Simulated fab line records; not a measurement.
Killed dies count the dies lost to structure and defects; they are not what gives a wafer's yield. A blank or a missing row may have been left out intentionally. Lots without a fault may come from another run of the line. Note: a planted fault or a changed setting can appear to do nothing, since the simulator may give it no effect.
fab line records -- flow gf180mcu
record lots=6, wafers=18, last-day=34
route steps=602 shown MIM@519 M5@526
lots with no fault: from the same line, run without faults
start-h: hours from the record's opening day to when the first of the lot's shown wafers began -- wait-h: hours elapsed since this lot's preceding step -- " same as the row above -- L1.1+2: one row covering several wafers at once -- - value missing, or start not given -- * or withheld: withheld -- < > ~ a bound
route shown NAME@n: NAME is a module with steps in the file, n the number in the route of the first one -- usual: mean and standard deviation over wafers with no fault -- same: alike in all rows -- chamber/n: place in a boat -- sites: the reading at each site -- _std_site: standard deviation across them -- _edge_site: mean of outer sites minus mean of inner sites -- radius-mm: how far each site lies from the wafer's centre -- mask NAME#n: copy n -- behind: the tool/chamber that last shaped the wafer -- hold: what put the lot on hold/how long, in hours/how the hold closed -- device: whichever transistor did not switch (one of n, p or np) -- end of line: the tests these same wafers got at the end of their route -- a step with no rows: only its recipe -- killed: dies lost to structure and defects at the first sort, not the wafer's yield -- map: a wafer's dies, marking killed ones x, the rest . and places with no die _
set.NAME: the setting as run; set.NAME@STEP: as run at that earlier step -- model.NAME: the simulator's own value behind a step, which no gauge read
a table for each step, a row for each wafer; lots at some steps of the route
services: the hour from which a tool's chamber was out of use, counted from the record's first day as start-h (under 0 if before that day), plus the number of hours and why
## steps
# step GF_MIM_EXPOSE_16
# recipe mask-id=FuseTop, target-cd-nm=2000, na=0.6, source-shape=conventional, sigma-outer=0.6, dose-mj=140
# step GF_MIM_PEB_17
# recipe temp-c=withheld, time-s=*, resist=NOVOLAK
# step GF_MIM_DEVELOP_18
# recipe develop-time-s=60, dev-temp-c=23
# step GF_MIM_METAL_ETCH_19
# recipe chemistry=Cl2/BCl3, mask-material=NOVOLAK, stop-on=Si3N4, target-depth-nm=324.5, pressure-mtorr=8, icp-w=800, bias-w=140, Cl2_flow_sccm=80, bcl3-flow-sccm=40, time-s=54.1
# usual drypump-motor-current-A=5.84/0.22, oes-product-au=0.941/0.0057, throttle-valve-pct=28.283/0.0099
lot.wafer,tool,chamber,start-h,wait-h,drypump-motor-current-A,oes-product-au,rf-hours-counter-h,throttle-valve-pct
L977.1,rie-metal-01,1,631.90,0.1,5.65,0.947,5,28.281
L977.3,rie-metal-01,1,631.90,0.1,5.66,0.939,-,28.296
L977.6,rie-metal-01,0,631.90,0.1,5.46,0.942,-,28.275
L982.1,rie-metal-02,1,672.96,0.1,5.90,0.952,6,28.290
L982.2,rie-metal-02,0,672.96,0.1,5.81,0.950,11,28.268
L982.6,rie-metal-02,1,672.96,0.1,5.91,0.937,-,28.270
L983.3,rie-metal-03,1,673.37,0.1,6.21,0.951,-,28.284
L983.4,rie-metal-03,0,673.37,0.1,5.85,0.931,-,28.298
L983.5,rie-metal-03,0,673.37,0.1,5.83,0.940,-,28.316
L985.1,rie-metal-02,0,691.51,0.1,5.78,0.940,12,28.283
L985.2,rie-metal-02,1,691.51,0.1,5.92,0.933,6,28.281
L985.6,rie-metal-02,1,691.51,0.1,5.91,0.940,-,28.272
L993.1,rie-metal-01,0,737.34,0.1,5.46,0.935,2,28.266
L993.3,rie-metal-01,1,737.34,0.1,5.66,0.932,-,28.279
L993.6,rie-metal-01,1,737.34,0.1,5.66,0.945,-,28.279
L995.3,rie-metal-02,1,753.72,0.1,5.92,0.949,-,28.280
L995.5,rie-metal-02,1,753.72,0.1,5.91,0.949,-,28.265
L995.6,rie-metal-02,0,753.72,0.1,5.79,0.944,-,28.270
# step GF_MIM_STRIP_20
# recipe chemistry=O2/N2, power-w=1400, pressure-mtorr=1500, platen-temp-c=250, o2-flow-sccm=3000, n2-flow-sccm=300, overash-fraction=0.5
# usual drypump-motor-current-A=5.7/0.42, heater-power-w=351/49, o2-flow-sccm=2999/8.5, oes-product-au=0.690/0.0047, strip-time-to-endpoint-s=11.19/0.032
lot.wafer,tool,chamber,start-h,wait-h,drypump-motor-current-A,heater-power-w,o2-flow-sccm,oes-product-au,rf-hours-counter-h,strip-time-to-endpoint-s
L977.1,plasma-asher-04,0,631.97,0.0,5.1,404,3011,0.685,17,11.21
L977.3,plasma-asher-04,1,631.97,0.0,5.8,263,3001,0.690,-,11.20
L977.6,plasma-asher-04,0,631.97,0.0,5.1,401,3007,0.698,-,11.21
L982.1,plasma-asher-02,0,673.03,0.0,6.4,404,2999,0.690,61,11.20
L982.2,plasma-asher-02,1,673.03,0.0,5.4,367,3005,0.688,61,11.22
L982.6,plasma-asher-02,1,673.03,0.0,5.4,374,3000,0.692,-,11.16
L983.3,plasma-asher-02,1,673.45,0.1,5.4,377,2984,0.698,-,11.15
L983.4,plasma-asher-02,0,673.45,0.1,6.4,419,3001,0.686,-,11.16
L983.5,plasma-asher-02,1,673.45,0.1,5.4,356,3006,0.694,-,11.15
L985.1,plasma-asher-04,1,691.58,0.0,5.8,270,2997,0.684,23,11.18
L985.2,plasma-asher-04,0,691.58,0.0,5.1,402,2994,0.687,23,11.13
L985.6,plasma-asher-04,0,691.58,0.0,5.1,403,3016,0.694,-,11.14
L993.1,plasma-asher-03,0,737.42,0.0,5.4,298,3023,0.696,100,11.20
L993.3,plasma-asher-03,1,737.42,0.0,5.8,352,3005,0.688,-,11.18
L993.6,plasma-asher-03,0,737.42,0.0,5.4,303,3008,0.684,-,11.17
L995.3,plasma-asher-04,1,753.80,0.1,5.8,271,2991,0.684,-,11.16
L995.5,plasma-asher-04,1,753.80,0.1,5.8,274,2993,0.684,-,11.18
L995.6,plasma-asher-04,0,753.80,0.1,5.2,404,3006,0.687,-,11.18
# step GF_MIM_STRIP_21
# recipe chemistry=post-etch-residue-remover, time-s=1200, temp-c=72.5
# step GF_MIM_CLEAN_22
# recipe chemistry=DIW, dry=n2-spin
# step GF_M5_DEHYDRATE_00
# recipe temp-c=200, time-s=60
# step GF_M5_HMDS_01
# recipe prime-time-s=60, prime-temp-c=120
# step GF_M5_COAT_02
# recipe resist=KrF, spin-rpm=withheld, resist-thk-nm=1000
# step GF_M5_SOFTBAKE_03
# recipe temp-c=130, time-s=60, resist=KrF
# step GF_M5_EXPOSE_04
# recipe mask-id=Metal5, target-cd-nm=280, na=0.68, source-shape=conventional, sigma-outer=0.6, dose-mj=28
# step GF_M5_PEB_05
# recipe peb-temp-c=135, peb-time-s=90, resist=KrF
# usual exhaust-pa=45.0/0.93, heater-power-total-W=85.71/0.078, resist-line-temp-C=23.00/0.099
lot.wafer,tool,chamber,start-h,wait-h,exhaust-pa,heater-power-total-W,resist-line-temp-C
L977.1,litho-track-02,0,651.86,-,44.6,85.64,23.11
L977.3,litho-track-02,0,651.86,-,44.3,85.80,23.09
L977.6,litho-track-02,0,651.86,-,45.0,85.82,22.97
L982.1,litho-track-03,0,691.86,-,44.0,88.34,23.09
L982.2,litho-track-03,0,691.86,-,45.2,85.74,22.91
L982.6,litho-track-03,0,691.86,-,44.7,85.73,23.06
L983.3,litho-track-03,0,692.27,-,44.6,85.49,23.02
L983.4,litho-track-03,0,692.27,-,45.4,88.23,23.12
L983.5,litho-track-03,0,692.27,-,45.5,85.64,22.95
L985.1,litho-track-04,0,710.55,-,45.9,85.65,23.03
L985.2,litho-track-04,0,710.55,-,45.2,85.81,22.99
L985.6,litho-track-04,0,710.55,-,43.7,85.72,22.95
L993.1,litho-track-04,0,755.04,-,46.6,85.81,23.00
L993.3,litho-track-04,0,755.04,-,45.5,85.74,23.10
L993.6,litho-track-04,0,755.04,-,45.7,85.70,23.07
L995.3,litho-track-03,0,769.72,-,43.2,85.81,22.95
L995.5,litho-track-03,0,769.72,-,44.9,85.72,22.94
L995.6,litho-track-03,0,769.72,-,44.6,85.65,22.99
# step GF_M5_DEVELOP_06
# recipe develop-time-s=60, dev-temp-c=21
# step GF_M5_CD_MEAS_07
# recipe target-cd-nm=280
# usual cd-nm=280.3/1.2
lot.wafer,tool,chamber,start-h,wait-h,cd-nm
L977.1,cd-sem-01,-,652.27,0.2,281.5
L977.3,cd-sem-01,-,652.27,0.2,279.9
L977.6,cd-sem-01,-,652.27,0.2,279.9
L982.1,cd-sem-02,-,692.21,0.1,282.6
L982.2,cd-sem-02,-,692.21,0.1,278.7
L982.6,cd-sem-02,-,692.21,0.1,280.3
L983.3,cd-sem-01,-,692.60,0.1,280.2
L983.4,cd-sem-01,-,692.60,0.1,282.0
L983.5,cd-sem-01,-,692.60,0.1,279.6
L985.1,cd-sem-01,-,710.90,0.1,281.3
L985.2,cd-sem-01,-,710.90,0.1,281.3
L985.6,cd-sem-01,-,710.90,0.1,281.5
L993.1,cd-sem-02,-,755.39,0.1,278.7
L993.3,cd-sem-02,-,755.39,0.1,279.2
L993.6,cd-sem-02,-,755.39,0.1,280.6
L995.3,cd-sem-01,-,770.04,0.1,280.5
L995.5,cd-sem-01,-,770.04,0.1,280.7
L995.6,cd-sem-01,-,770.04,0.1,281.2
# step GF_M5_OVL_MEAS_08
# usual M5_OVL=1/6
lot.wafer,tool,chamber,start-h,wait-h,M5_OVL[nm]
L977.1,overlay-02,-,652.39,0.1,8
L977.3,overlay-02,-,652.39,0.1,11
L977.6,overlay-02,-,652.39,0.1,17
L982.1,overlay-01,-,692.33,0.1,-4
L982.2,overlay-01,-,692.33,0.1,-9
L982.6,overlay-01,-,692.33,0.1,-7
L983.3,overlay-02,-,692.69,0.1,6
L983.4,overlay-02,-,692.69,0.1,-1
L983.5,overlay-02,-,692.69,0.1,3
L985.1,overlay-02,-,711.02,0.1,-3
L985.2,overlay-02,-,711.02,0.1,-10
L985.6,overlay-02,-,711.02,0.1,-5
L993.1,overlay-01,-,755.51,0.1,2
L993.3,overlay-01,-,755.51,0.1,2
L993.6,overlay-01,-,755.51,0.1,5
L995.3,overlay-02,-,770.14,0.1,-5
L995.5,overlay-02,-,770.14,0.1,-1
L995.6,overlay-02,-,770.14,0.1,-2
# step GF_M5_ETCH_09
# recipe chemistry=CF4/O2, target=Si3N4, target-depth-nm=52, source-w=800, bias-w=150, pressure-mtorr=150, cf4-flow-sccm=80, O2_flow_sccm=10, time-s=11.6
# usual cf4-flow-sccm=80.04/0.22, drypump-motor-current-A=5.69/0.26, oes-product-au=1.002/0.0094, throttle-valve-pct=5.972/0.0098
lot.wafer,tool,chamber,start-h,wait-h,cf4-flow-sccm,drypump-motor-current-A,oes-product-au,rf-hours-counter-h,throttle-valve-pct,model.M5.cd-nm
L977.1,rie-diel-01,3,652.42,0.0,80.11,5.63,0.995,8,5.975,281.7
L977.3,rie-diel-01,1,652.42,0.0,80.11,5.94,0.995,36,5.955,280
L977.6,rie-diel-01,3,652.42,0.0,79.83,5.65,1.006,-,5.979,280.3
L982.1,rie-diel-02,0,692.36,0.0,80.07,5.82,0.996,9,5.959,282.4
L982.2,rie-diel-02,1,692.36,0.0,80.50,5.48,1.015,48,5.964,278.7
L982.6,rie-diel-02,2,692.36,0.0,79.72,5.81,1.008,-,5.974,279.9
L983.3,rie-diel-03,0,692.71,0.0,79.87,5.93,0.987,14,5.966,280.1
L983.4,rie-diel-03,2,692.71,0.0,80.20,5.18,1.000,17,5.964,282.5
L983.5,rie-diel-03,3,692.71,0.0,79.99,5.90,0.993,-,5.986,279.3
L985.1,rie-diel-01,0,711.05,0.0,79.90,5.74,0.999,12,5.976,281
L985.2,rie-diel-01,1,711.05,0.0,80.50,5.94,0.992,37,5.967,281.5
L985.6,rie-diel-01,1,711.05,0.0,79.98,5.94,0.998,-,5.973,281.6
L993.1,rie-diel-01,2,755.55,0.0,80.20,5.18,0.999,16,5.957,278.6
L993.3,rie-diel-01,3,755.55,0.0,80.09,5.68,1.007,11,5.969,278.9
L993.6,rie-diel-01,2,755.55,0.0,80.47,5.21,1.006,-,5.955,280.2
L995.3,rie-diel-01,3,770.16,0.0,80.18,5.69,1.003,12,5.970,279.8
L995.5,rie-diel-01,1,770.16,0.0,79.72,5.96,0.984,-,5.954,280.8
L995.6,rie-diel-01,0,770.16,0.0,79.96,5.69,0.993,-,5.960,280.7
# step GF_M5_METAL_ETCH_10
# recipe chemistry=Cl2/BCl3, mask-material=KrF, target-depth-nm=750.8, stop-on=SiO2, pressure-mtorr=8, icp-w=800, bias-w=140, Cl2_flow_sccm=80, bcl3-flow-sccm=40, time-s=125.1
# usual drypump-motor-current-A=5.83/0.24, oes-product-au=0.990/0.0052, throttle-valve-pct=28.229/0.0091
lot.wafer,tool,chamber,start-h,wait-h,drypump-motor-current-A,oes-product-au,rf-hours-counter-h,throttle-valve-pct
L977.1,rie-metal-01,1,652.45,0.0,5.65,0.987,5,28.220
L977.3,rie-metal-01,1,652.45,0.0,5.66,0.995,-,28.230
L977.6,rie-metal-01,0,652.45,0.0,5.45,0.989,-,28.220
L982.1,rie-metal-03,0,692.38,0.0,5.82,0.989,2,28.243
L982.2,rie-metal-03,1,692.38,0.0,6.22,0.983,10,28.240
L982.6,rie-metal-03,1,692.38,0.0,6.20,0.982,-,28.221
L983.3,rie-metal-01,0,692.78,0.1,5.45,0.997,-,28.220
L983.4,rie-metal-01,1,692.78,0.1,5.65,0.993,-,28.227
L983.5,rie-metal-01,1,692.78,0.1,5.67,0.990,-,28.237
L985.1,rie-metal-01,0,711.07,0.0,5.46,0.989,1,28.233
L985.2,rie-metal-01,1,711.07,0.0,5.65,0.990,8,28.227
L985.6,rie-metal-01,0,711.07,0.0,5.46,0.991,-,28.225
L993.1,rie-metal-03,0,755.57,0.0,5.84,0.985,5,28.237
L993.3,rie-metal-03,0,755.57,0.0,5.81,0.994,-,28.241
L993.6,rie-metal-03,1,755.57,0.0,6.21,0.992,-,28.225
L995.3,rie-metal-03,0,770.23,0.1,5.88,0.989,-,28.226
L995.5,rie-metal-03,0,770.23,0.1,5.91,0.984,-,28.241
L995.6,rie-metal-03,1,770.23,0.1,6.21,0.987,-,28.222
## services
tool,chamber,start-h,hours,kind
rie-metal-03,-,609.05,1.4,pm
rie-diel-02,0,618.29,1.4,repair
rie-metal-02,-,622.10,1.4,pm
rie-diel-01,0,622.69,5.9,repair
rie-metal-03,0,628.27,-,clean
rie-metal-03,0,628.27,14.7,scheduled-down
rie-metal-03,0,628.27,14.7,vent-cycle
rie-diel-01,2,648.69,4.6,repair
rie-diel-02,1,660.34,3.3,repair
rie-metal-01,0,666.75,-,clean
rie-metal-01,0,666.75,20.7,scheduled-down
rie-metal-01,0,666.75,20.7,vent-cycle
rie-diel-03,0,675.65,3.6,repair
rie-metal-01,-,698.23,2.8,pm
plasma-asher-02,-,708.66,1.5,repair
plasma-asher-04,-,712.15,2.8,pm
rie-diel-02,3,733.14,18.1,repair
rie-diel-03,0,742.79,19.7,repair
rie-metal-01,-,747.41,14.6,pm
rie-diel-02,3,752.23,7.6,repair
rie-diel-02,1,757.16,5.8,repair
rie-diel-02,1,762.95,-,clean
rie-diel-02,1,762.95,18.2,scheduled-down
rie-diel-02,1,762.95,18.2,vent-cycle
## key
first-sign step=GF_M5_PEB_05, reading=heater-power-total-W, direction=up, sigmas=33, usual=85.71, struck=88.29
effect none on later readings
model-effect step=GF_M5_ETCH_09, value=M5.cd-nm, without=280.3, struck=282.4
met-at GF_M5_PEB_05
struck-wafers L982.1,L983.4
fault kind=process-parameter-drift, tool=litho-track-03, chamber=-, onset-h=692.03, steps=GF_M5_PEB_05, channel=peb-time-s, offset=*, shape=step, end-h=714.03, scope=struck-wafers-only, acts-in=*, stated=*
